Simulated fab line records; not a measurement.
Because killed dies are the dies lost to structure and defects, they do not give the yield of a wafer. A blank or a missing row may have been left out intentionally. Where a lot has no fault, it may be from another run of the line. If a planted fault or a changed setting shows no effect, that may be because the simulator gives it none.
fab line records	flow sky130	part 1 of 2: steps 1 to 25 of 35
record lots=5	wafers=15	last_day=50
route steps=708 shown NWELL@82 PWDE@84 VT_ADJUST_HVTP@85 VT_ADJUST_LVTN@97
lots untouched by any fault: they come from a run of this same line in which no faults occurred
start_h: start of the lot's first displayed wafer, in hours after the record's first day	wait_h: hours elapsed since this lot's preceding step	" repeats the value in the row above	L1.1+2: several wafers, shown together as one row	- value missing, or start not given	* or withheld: withheld	< > ~ a bound
route shown NAME@n: names a module that has steps shown in the file, with the first one's number in the route	usual: mean/standard deviation taken from wafers without a fault	same: alike in all rows	chamber/n: place in a boat	sites: readings site by site	_std_site: the values' standard deviation	_edge_site: the outer-site mean with the inner-site mean subtracted	radius_mm: for every site, how far away it sits from the centre of the wafer	mask NAME#n: copy n	behind: tool/chamber where the wafer was last shaped	hold: cause of the lot's hold/its duration in hours/its outcome	device: names the non-switching transistor (n, p or np)	end of line: the route-end tests of the same wafers	where a step has no rows: the recipe by itself	killed: dies that structure and defects cost at the first sort, which is not the same as the wafer's yield	map: dies across one wafer; x = killed, . = not, _ = none there
set.NAME: the run value of the setting; set.NAME@STEP: its run value at that earlier step	model.NAME: the simulator's own value behind a step, which no gauge read
a table for each step, a row for each wafer; lots at some steps of the route
services: the hour from which a tool's chamber was out of use, counted from the record's first day as start_h (under 0 if before that day), plus the number of hours and why
## steps
# step SKY_NWELL_RS_MEAS_29
# recipe thk_meas_gauge=four-point-probe
# usual NWELL_RS=625.4/1.4
lot.wafer	tool	chamber	start_h	wait_h	NWELL_RS[ohm/sq]
L075.1	film_metro-04	-	109.56	0.1	624.4
L075.2	"	-	"	"	625.1
L075.4	"	-	"	"	627.1
L083.1	film_metro-04	-	160.08	0.1	623.6
L083.2	"	-	"	"	624.7
L083.3	"	-	"	"	627.2
L091.1	film_metro-01	-	210.03	0.1	630.1
L091.3	"	-	"	"	627.8
L091.4	"	-	"	"	628.8
L095.4	film_metro-02	-	231.53	0.1	624.0
L095.5	"	-	"	"	624.0
L095.6	"	-	"	"	624.8
L097.2	film_metro-02	-	246.54	0.1	625.3
L097.5	"	-	"	"	625.2
L097.6	"	-	"	"	625.0
# step SKY_NWELL_RS_MEAS_31
# recipe thk_meas_gauge=four-point-probe
# usual PWDE_RS=5283/16
lot.wafer	tool	chamber	start_h	wait_h	PWDE_RS[ohm/sq]
L075.1	film_metro-04	-	109.80	0.1	5296
L075.2	"	-	"	"	5298
L075.4	"	-	"	"	5314
L083.1	film_metro-04	-	160.32	0.1	5283
L083.2	"	-	"	"	5306
L083.3	"	-	"	"	5303
L091.1	film_metro-01	-	210.27	0.1	5268
L091.3	"	-	"	"	5289
L091.4	"	-	"	"	5284
L095.4	film_metro-02	-	231.77	0.1	5272
L095.5	"	-	"	"	5259
L095.6	"	-	"	"	5257
L097.2	film_metro-02	-	246.78	0.1	5300
L097.5	"	-	"	"	5295
L097.6	"	-	"	"	5283
# step SKY_VT_ADJUST_HVTP_DEHYDRATE_00
# recipe temp_c=200	time_s=60
# usual exhaust_pa=44.8/0.79
lot.wafer	tool	chamber	start_h	wait_h	exhaust_pa
L075.1	litho_track-02	0	118.73	8.9	44.1
L075.2	"	0	"	"	45.2
L075.4	"	0	"	"	45.0
L083.1	litho_track-03	0	170.56	10.2	45.1
L083.2	"	0	"	"	44.9
L083.3	"	0	"	"	45.7
L091.1	litho_track-01	0	221.42	11.1	45.1
L091.3	"	0	"	"	44.0
L091.4	"	0	"	"	45.3
L095.4	litho_track-02	0	242.40	10.6	44.5
L095.5	"	0	"	"	44.4
L095.6	"	0	"	"	45.0
L097.2	litho_track-02	0	258.15	11.3	44.7
L097.5	"	0	"	"	44.3
L097.6	"	0	"	"	44.1
# step SKY_VT_ADJUST_HVTP_HMDS_01
# recipe prime_time_s=60	prime_temp_c=120
# usual exhaust_pa=45.0/0.93
lot.wafer	tool	chamber	start_h	wait_h	exhaust_pa
L075.1	litho_track-02	0	118.88	0.1	44.9
L075.2	"	0	"	"	43.3
L075.4	"	0	"	"	45.7
L083.1	litho_track-03	0	170.71	0.1	44.7
L083.2	"	0	"	"	45.2
L083.3	"	0	"	"	44.6
L091.1	litho_track-01	0	221.57	0.1	43.8
L091.3	"	0	"	"	45.4
L091.4	"	0	"	"	45.3
L095.4	litho_track-02	0	242.55	0.1	46.4
L095.5	"	0	"	"	45.2
L095.6	"	0	"	"	46.8
L097.2	litho_track-02	0	258.30	0.1	45.5
L097.5	"	0	"	"	45.8
L097.6	"	0	"	"	45.9
# step SKY_VT_ADJUST_HVTP_COAT_02
# recipe resist=NOVOLAK	spin_rpm=3000	resist_thk_nm=1140
# usual exhaust_pa=45.0/0.87
lot.wafer	tool	chamber	start_h	wait_h	exhaust_pa
L075.1	litho_track-02	0	119.03	0.1	44.1
L075.2	"	0	"	"	45.1
L075.4	"	0	"	"	44.3
L083.1	litho_track-03	0	170.86	0.1	45.2
L083.2	"	0	"	"	45.9
L083.3	"	0	"	"	46.7
L091.1	litho_track-01	0	221.72	0.1	45.0
L091.3	"	0	"	"	44.1
L091.4	"	0	"	"	46.1
L095.4	litho_track-02	0	242.70	0.1	44.3
L095.5	"	0	"	"	45.1
L095.6	"	0	"	"	45.4
L097.2	litho_track-02	0	258.45	0.1	43.1
L097.5	"	0	"	"	43.3
L097.6	"	0	"	"	43.1
# step SKY_VT_ADJUST_HVTP_SOFTBAKE_03
# recipe temp_c=90	time_s=60	resist=NOVOLAK
# usual exhaust_pa=45.2/0.87
lot.wafer	tool	chamber	start_h	wait_h	exhaust_pa
L075.1	litho_track-02	0	119.18	0.1	45.8
L075.2	"	0	"	"	46.1
L075.4	"	0	"	"	45.2
L083.1	litho_track-03	0	171.01	0.1	44.3
L083.2	"	0	"	"	46.1
L083.3	"	0	"	"	46.0
L091.1	litho_track-01	0	221.87	0.1	46.7
L091.3	"	0	"	"	45.9
L091.4	"	0	"	"	45.4
L095.4	litho_track-02	0	242.85	0.1	46.4
L095.5	"	0	"	"	45.9
L095.6	"	0	"	"	46.0
L097.2	litho_track-02	0	258.60	0.1	46.0
L097.5	"	0	"	"	44.1
L097.6	"	0	"	"	46.8
# step SKY_VT_ADJUST_HVTP_EXPOSE_04
# recipe mask_id=HVTPM	na=0.6	source_shape=conventional	sigma_outer=0.6	polarization=unpolarized	target_cd_nm=380	dose_mj=140
# usual exposure_dose_mJ_cm2=139.92/0.13
lot.wafer	tool	chamber	start_h	wait_h	mask	exposure_dose_mJ_cm2
L075.1	iline_stepper-01	0	-	-	HVTPM#0	139.97
L075.2	"	0	"	"	HVTPM#0	139.85
L075.4	"	0	"	"	HVTPM#0	139.92
L083.1	iline_stepper-02	0	-	-	HVTPM#0	139.73
L083.2	"	0	"	"	HVTPM#0	140.05
L083.3	"	0	"	"	HVTPM#0	139.83
L091.1	iline_stepper-02	0	-	-	HVTPM#0	139.92
L091.3	"	0	"	"	HVTPM#0	140.04
L091.4	"	0	"	"	HVTPM#0	139.86
L095.4	iline_stepper-02	0	-	-	HVTPM#0	139.73
L095.5	"	0	"	"	HVTPM#0	140.00
L095.6	"	0	"	"	HVTPM#0	140.05
L097.2	iline_stepper-01	0	-	-	HVTPM#0	139.98
L097.5	"	0	"	"	HVTPM#0	139.97
L097.6	"	0	"	"	HVTPM#0	140.05
# step SKY_VT_ADJUST_HVTP_PEB_05
# recipe temp_c=withheld	time_s=*	resist=NOVOLAK
# usual exhaust_pa=44.9/0.98
lot.wafer	tool	chamber	start_h	wait_h	exhaust_pa
L075.1	litho_track-03	0	-	-	44.4
L075.2	"	0	"	"	45.4
L075.4	"	0	"	"	45.1
L083.1	litho_track-02	0	-	-	42.9
L083.2	"	0	"	"	44.4
L083.3	"	0	"	"	44.4
L091.1	litho_track-01	0	-	-	44.2
L091.3	"	0	"	"	45.0
L091.4	"	0	"	"	45.7
L095.4	litho_track-03	0	-	-	45.4
L095.5	"	0	"	"	44.4
L095.6	"	0	"	"	45.9
L097.2	litho_track-01	0	-	-	45.6
L097.5	"	0	"	"	44.9
L097.6	"	0	"	"	45.0
# step SKY_VT_ADJUST_HVTP_DEVELOP_06
# recipe resist=NOVOLAK	developer=TMAH	develop_time_s=60	dev_temp_c=23
# usual exhaust_pa=44.9/0.81
# same develop_time_s=60
lot.wafer	tool	chamber	start_h	wait_h	exhaust_pa
L075.1	litho_track-03	0	127.71	0.1	43.6
L075.2	"	0	"	"	44.5
L075.4	"	0	"	"	45.6
L083.1	litho_track-02	0	180.93	0.1	45.2
L083.2	"	0	"	"	45.3
L083.3	"	0	"	"	45.5
L091.1	litho_track-01	0	231.72	0.1	45.6
L091.3	"	0	"	"	45.6
L091.4	"	0	"	"	45.5
L095.4	litho_track-03	0	254.48	0.1	46.2
L095.5	"	0	"	"	45.5
L095.6	"	0	"	"	46.4
L097.2	litho_track-01	0	270.54	0.1	44.2
L097.5	"	0	"	"	43.7
L097.6	"	0	"	"	45.8
# step SKY_VT_ADJUST_HVTP_CD_MEAS_07
# recipe target_cd_nm=380
# usual cd_nm=380.3/2.7
lot.wafer	tool	chamber	start_h	wait_h	cd_nm
L075.1	cd_sem-01	-	127.86	0.1	377.8
L075.2	"	-	"	"	379.8
L075.4	"	-	"	"	378.6
L083.1	cd_sem-01	-	181.08	0.1	380.4
L083.2	"	-	"	"	381.5
L083.3	"	-	"	"	382.6
L091.1	cd_sem-01	-	231.87	0.1	382.5
L091.3	"	-	"	"	380.7
L091.4	"	-	"	"	381.5
L095.4	cd_sem-02	-	254.62	0.1	381.4
L095.5	"	-	"	"	382.6
L095.6	"	-	"	"	384.2
L097.2	cd_sem-01	-	270.69	0.1	375.5
L097.5	"	-	"	"	375.7
L097.6	"	-	"	"	373.1
# step SKY_VT_ADJUST_HVTP_OVL_MEAS_08
# usual VT_ADJUST_HVTP_OVL=0.4/1.4
lot.wafer	tool	chamber	start_h	wait_h	VT_ADJUST_HVTP_OVL[nm]
L075.1	overlay-01	-	127.98	0.1	-0.2
L075.2	"	-	"	"	0.2
L075.4	"	-	"	"	0.6
L083.1	overlay-02	-	181.20	0.1	-0.2
L083.2	"	-	"	"	-2.1
L083.3	"	-	"	"	-0.3
L091.1	overlay-01	-	231.99	0.1	-0.4
L091.3	"	-	"	"	-2.3
L091.4	"	-	"	"	-0.9
L095.4	overlay-02	-	254.70	0.1	0.4
L095.5	"	-	"	"	-0.7
L095.6	"	-	"	"	1.4
L097.2	overlay-02	-	270.79	0.1	0.9
L097.5	"	-	"	"	3.5
L097.6	"	-	"	"	0.8
# step SKY_VT_ADJUST_HVTP_IMPLANT_09
# recipe species=As	energy_kev=150	dose_cm2=4.3e+12	tilt_deg=withheld
lot.wafer	tool	chamber	start_h	wait_h
L075.1+2+4	implanter-02	0	128.01	0.0
L083.1+2+3	implanter-02	0	181.23	0.0
L091.1+3+4	implanter-03	0	232.02	0.0
L095.4+5+6	implanter-03	0	254.79	0.1
L097.2+5+6	implanter-04	0	270.85	0.0
# step SKY_VT_ADJUST_HVTP_STRIP_10
# recipe chemistry=O2/N2	power_w=1400	pressure_mtorr=1500	platen_temp_c=withheld	o2_flow_sccm=3000	n2_flow_sccm=300	overash_fraction=0.5
# usual drypump_motor_current_A=5.6/0.4	oes_product_au=0.715/0.0043	strip_time_to_endpoint_s=14.16/0.045
lot.wafer	tool	chamber	start_h	wait_h	drypump_motor_current_A	oes_product_au	rf_hours_counter_h	strip_time_to_endpoint_s
L075.1	plasma_asher-04	1	128.16	0.1	5.2	0.719	46	14.14
L075.2	"	0	"	"	6.2	0.724	46	14.15
L075.4	"	1	"	"	5.2	0.703	-	14.16
L083.1	plasma_asher-01	1	181.38	0.1	5.5	0.719	37	14.16
L083.2	"	0	"	"	6.0	0.715	37	14.11
L083.3	"	0	"	"	6.0	0.724	-	14.13
L091.1	plasma_asher-01	0	232.17	0.1	5.9	0.725	42	14.21
L091.3	"	1	"	"	5.5	0.714	-	14.18
L091.4	"	0	"	"	6.0	0.714	-	14.16
L095.4	plasma_asher-04	1	254.90	0.1	5.2	0.722	-	14.13
L095.5	"	0	"	"	6.1	0.722	-	14.12
L095.6	"	1	"	"	5.2	0.713	-	14.15
L097.2	plasma_asher-02	1	270.97	0.1	5.5	0.719	15	14.17
L097.5	"	1	"	"	5.5	0.716	-	14.15
L097.6	"	0	"	"	5.0	0.715	-	14.17
# step SKY_VT_ADJUST_HVTP_TW_MEAS_11
# usual VT_ADJUST_HVTP_TW=1355/7.8
lot.wafer	tool	chamber	start_h	wait_h	VT_ADJUST_HVTP_TW
L075.1	film_metro-04	-	128.26	0.1	1344
L075.2	"	-	"	"	1356
L075.4	"	-	"	"	1348
L083.1	film_metro-03	-	181.48	0.1	1358
L083.2	"	-	"	"	1362
L083.3	"	-	"	"	1361
L091.1	film_metro-04	-	232.27	0.1	1343
L091.3	"	-	"	"	1347
L091.4	"	-	"	"	1355
L095.4	film_metro-04	-	254.99	0.1	1350
L095.5	"	-	"	"	1356
L095.6	"	-	"	"	1355
L097.2	film_metro-04	-	271.08	0.1	1361
L097.5	"	-	"	"	1365
L097.6	"	-	"	"	1362
# step SKY_VT_ADJUST_LVTN_DEHYDRATE_00
# recipe temp_c=200	time_s=60
# usual exhaust_pa=45.0/0.92
lot.wafer	tool	chamber	start_h	wait_h	exhaust_pa
L075.1	litho_track-03	0	136.96	8.7	45.8
L075.2	"	0	"	"	45.4
L075.4	"	0	"	"	45.4
L083.1	litho_track-04	0	191.06	9.6	44.6
L083.2	"	0	"	"	44.6
L083.3	"	0	"	"	44.8
L091.1	litho_track-04	0	243.51	11.2	45.7
L091.3	"	0	"	"	46.0
L091.4	"	0	"	"	45.2
L095.4	litho_track-04	0	265.88	10.9	46.1
L095.5	"	0	"	"	46.1
L095.6	"	0	"	"	45.8
L097.2	litho_track-04	0	282.13	11.0	45.3
L097.5	"	0	"	"	45.4
L097.6	"	0	"	"	44.5
# step SKY_VT_ADJUST_LVTN_HMDS_01
# recipe prime_time_s=60	prime_temp_c=120
# usual exhaust_pa=45.0/0.8
lot.wafer	tool	chamber	start_h	wait_h	exhaust_pa
L075.1	litho_track-03	0	137.11	0.1	44.9
L075.2	"	0	"	"	44.8
L075.4	"	0	"	"	44.3
L083.1	litho_track-04	0	191.21	0.1	46.8
L083.2	"	0	"	"	44.9
L083.3	"	0	"	"	44.6
L091.1	litho_track-04	0	243.66	0.1	45.3
L091.3	"	0	"	"	44.5
L091.4	"	0	"	"	43.8
L095.4	litho_track-04	0	266.03	0.1	46.0
L095.5	"	0	"	"	45.4
L095.6	"	0	"	"	46.1
L097.2	litho_track-04	0	282.28	0.1	44.6
L097.5	"	0	"	"	44.7
L097.6	"	0	"	"	45.6
# step SKY_VT_ADJUST_LVTN_COAT_02
# recipe spin_rpm=2022	resist_thk_nm=3000
# usual exhaust_pa=44.8/0.88
lot.wafer	tool	chamber	start_h	wait_h	exhaust_pa
L075.1	litho_track-03	0	137.26	0.1	45.0
L075.2	"	0	"	"	43.9
L075.4	"	0	"	"	43.8
L083.1	litho_track-04	0	191.36	0.1	45.0
L083.2	"	0	"	"	44.5
L083.3	"	0	"	"	45.0
L091.1	litho_track-04	0	243.81	0.1	44.0
L091.3	"	0	"	"	44.8
L091.4	"	0	"	"	44.9
L095.4	litho_track-04	0	266.18	0.1	46.7
L095.5	"	0	"	"	45.1
L095.6	"	0	"	"	46.0
L097.2	litho_track-04	0	282.43	0.1	44.7
L097.5	"	0	"	"	43.7
L097.6	"	0	"	"	44.4
# step SKY_VT_ADJUST_LVTN_SOFTBAKE_03
# recipe temp_c=110	time_s=withheld
# usual exhaust_pa=45.2/0.86
lot.wafer	tool	chamber	start_h	wait_h	exhaust_pa
L075.1	litho_track-03	0	137.41	0.1	43.9
L075.2	"	0	"	"	44.4
L075.4	"	0	"	"	44.1
L083.1	litho_track-04	0	191.51	0.1	44.5
L083.2	"	0	"	"	45.4
L083.3	"	0	"	"	44.8
L091.1	litho_track-04	0	243.96	0.1	43.5
L091.3	"	0	"	"	44.1
L091.4	"	0	"	"	44.4
L095.4	litho_track-04	0	266.36	0.1	44.8
L095.5	"	0	"	"	43.6
L095.6	"	0	"	"	45.8
L097.2	litho_track-04	0	282.59	0.1	44.8
L097.5	"	0	"	"	45.6
L097.6	"	0	"	"	45.7
# step SKY_VT_ADJUST_LVTN_EXPOSE_04
# recipe mask_id=NWM_COMPLEMENT_LESS_NATIVE	na=0.6	source_shape=conventional	sigma_outer=0.6	polarization=unpolarized	target_cd_nm=840	dose_mj=194
# usual exposure_dose_mJ_cm2=194.02/0.16
lot.wafer	tool	chamber	start_h	wait_h	mask	exposure_dose_mJ_cm2
L075.1	iline_stepper-01	0	-	-	NWM_COMPLEMENT_LESS_NATIVE#0	193.87
L075.2	"	0	"	"	NWM_COMPLEMENT_LESS_NATIVE#0	193.84
L075.4	"	0	"	"	NWM_COMPLEMENT_LESS_NATIVE#0	194.17
L083.1	iline_stepper-01	0	-	-	NWM_COMPLEMENT_LESS_NATIVE#0	193.71
L083.2	"	0	"	"	NWM_COMPLEMENT_LESS_NATIVE#0	194.04
L083.3	"	0	"	"	NWM_COMPLEMENT_LESS_NATIVE#0	193.89
L091.1	iline_stepper-02	0	-	-	NWM_COMPLEMENT_LESS_NATIVE#0	194.21
L091.3	"	0	"	"	NWM_COMPLEMENT_LESS_NATIVE#0	193.92
L091.4	"	0	"	"	NWM_COMPLEMENT_LESS_NATIVE#0	193.95
L095.4	iline_stepper-02	0	-	-	NWM_COMPLEMENT_LESS_NATIVE#0	194.07
L095.5	"	0	"	"	NWM_COMPLEMENT_LESS_NATIVE#0	194.11
L095.6	"	0	"	"	NWM_COMPLEMENT_LESS_NATIVE#0	194.19
L097.2	iline_stepper-01	0	-	-	NWM_COMPLEMENT_LESS_NATIVE#0	193.98
L097.5	"	0	"	"	NWM_COMPLEMENT_LESS_NATIVE#0	193.98
L097.6	"	0	"	"	NWM_COMPLEMENT_LESS_NATIVE#0	194.02
# step SKY_VT_ADJUST_LVTN_PEB_05
# recipe temp_c=115	time_s=withheld
# usual exhaust_pa=45.4/0.93
lot.wafer	tool	chamber	start_h	wait_h	exhaust_pa
L075.1	litho_track-04	0	-	-	46.0
L075.2	"	0	"	"	45.7
L075.4	"	0	"	"	46.1
L083.1	litho_track-02	0	-	-	45.5
L083.2	"	0	"	"	45.7
L083.3	"	0	"	"	44.8
L091.1	litho_track-02	0	-	-	45.8
L091.3	"	0	"	"	43.4
L091.4	"	0	"	"	46.0
L095.4	litho_track-04	0	-	-	45.1
L095.5	"	0	"	"	45.7
L095.6	"	0	"	"	44.9
L097.2	litho_track-03	0	-	-	46.9
L097.5	"	0	"	"	47.2
L097.6	"	0	"	"	46.7
# step SKY_VT_ADJUST_LVTN_DEVELOP_06
# recipe wall_angle_deg=90	developer=TMAH	develop_time_s=60	dev_temp_c=23
# usual exhaust_pa=44.9/0.84
# same develop_time_s=60
lot.wafer	tool	chamber	start_h	wait_h	exhaust_pa
L075.1	litho_track-04	0	-	-	45.5
L075.2	"	0	"	"	45.5
L075.4	"	0	"	"	44.8
L083.1	litho_track-02	0	-	-	45.5
L083.2	"	0	"	"	45.1
L083.3	"	0	"	"	44.9
L091.1	litho_track-02	0	-	-	43.6
L091.3	"	0	"	"	45.9
L091.4	"	0	"	"	44.1
L095.4	litho_track-04	0	-	-	44.2
L095.5	"	0	"	"	44.8
L095.6	"	0	"	"	45.3
L097.2	litho_track-03	0	-	-	45.6
L097.5	"	0	"	"	45.6
L097.6	"	0	"	"	46.5
# step SKY_VT_ADJUST_LVTN_OVL_MEAS_07
# usual VT_ADJUST_LVTN_OVL=0.0/1.4
lot.wafer	tool	chamber	start_h	wait_h	VT_ADJUST_LVTN_OVL[nm]
L075.1	overlay-02	-	146.71	-	-0.2
L075.2	"	-	"	"	-1.7
L075.4	"	-	"	"	-0.6
L083.1	overlay-02	-	202.73	-	-0.2
L083.2	"	-	"	"	0.2
L083.3	"	-	"	"	2.0
L091.1	overlay-01	-	255.33	-	1.0
L091.3	"	-	"	"	-0.3
L091.4	"	-	"	"	0.5
L095.4	overlay-02	-	278.73	-	3.4
L095.5	"	-	"	"	0.0
L095.6	"	-	"	"	2.2
L097.2	overlay-02	-	294.56	-	1.0
L097.5	"	-	"	"	-1.0
L097.6	"	-	"	"	-0.1
# step SKY_VT_ADJUST_LVTN_IMPLANT_08
# recipe species=B	energy_kev=30	dose_cm2=1.57e+12	tilt_deg=withheld
lot.wafer	tool	chamber	start_h	wait_h
L075.1+2+4	implanter-03	0	146.75	0.0
L083.1+2+3	implanter-02	0	202.76	0.0
L091.1+3+4	implanter-03	0	255.36	0.0
L095.4+5+6	implanter-02	0	278.82	0.1
L097.2+5+6	implanter-01	0	294.62	0.0
# step SKY_VT_ADJUST_LVTN_STRIP_09
# recipe chemistry=O2/N2	power_w=1400	pressure_mtorr=1500	platen_temp_c=withheld	o2_flow_sccm=3000	n2_flow_sccm=300	overash_fraction=0.5
# usual drypump_motor_current_A=5.8/0.5	oes_product_au=0.722/0.0041	strip_time_to_endpoint_s=36.70/0.1
lot.wafer	tool	chamber	start_h	wait_h	drypump_motor_current_A	oes_product_au	rf_hours_counter_h	strip_time_to_endpoint_s
L075.1	plasma_asher-04	1	146.90	0.1	5.2	0.722	48	36.84
L075.2	"	0	"	"	6.2	0.723	48	36.77
L075.4	"	0	"	"	6.1	0.722	-	36.78
L083.1	plasma_asher-02	0	202.91	0.1	5.0	0.724	8	36.72
L083.2	"	1	"	"	5.5	0.720	8	36.76
L083.3	"	1	"	"	5.5	0.722	-	36.80
L091.1	plasma_asher-04	0	255.51	0.1	6.1	0.725	59	36.83
L091.3	"	1	"	"	5.2	0.717	-	36.77
L091.4	"	0	"	"	6.2	0.720	-	36.76
L095.4	plasma_asher-03	1	278.93	0.1	6.5	0.722	-	36.67
L095.5	"	1	"	"	6.5	0.721	-	36.64
L095.6	"	0	"	"	5.8	0.716	-	36.63
L097.2	plasma_asher-04	0	294.74	0.1	6.1	0.723	63	36.77
L097.5	"	1	"	"	5.2	0.721	-	36.58
L097.6	"	0	"	"	6.1	0.729	-	36.81
# step SKY_VT_ADJUST_LVTN_TW_MEAS_10
# usual VT_ADJUST_LVTN_TW=240.8/2.2
lot.wafer	tool	chamber	start_h	wait_h	VT_ADJUST_LVTN_TW
L075.1	film_metro-01	-	147.00	0.1	242.3
L075.2	"	-	"	"	240.3
L075.4	"	-	"	"	241.6
L083.1	film_metro-02	-	203.01	0.1	239.8
L083.2	"	-	"	"	239.8
L083.3	"	-	"	"	239.2
L091.1	film_metro-01	-	255.61	0.1	237.9
L091.3	"	-	"	"	239.0
L091.4	"	-	"	"	238.2
L095.4	film_metro-02	-	279.02	0.1	239.3
L095.5	"	-	"	"	238.3
L095.6	"	-	"	"	239.0
L097.2	film_metro-03	-	294.85	0.1	243.9
L097.5	"	-	"	"	244.3
L097.6	"	-	"	"	242.7
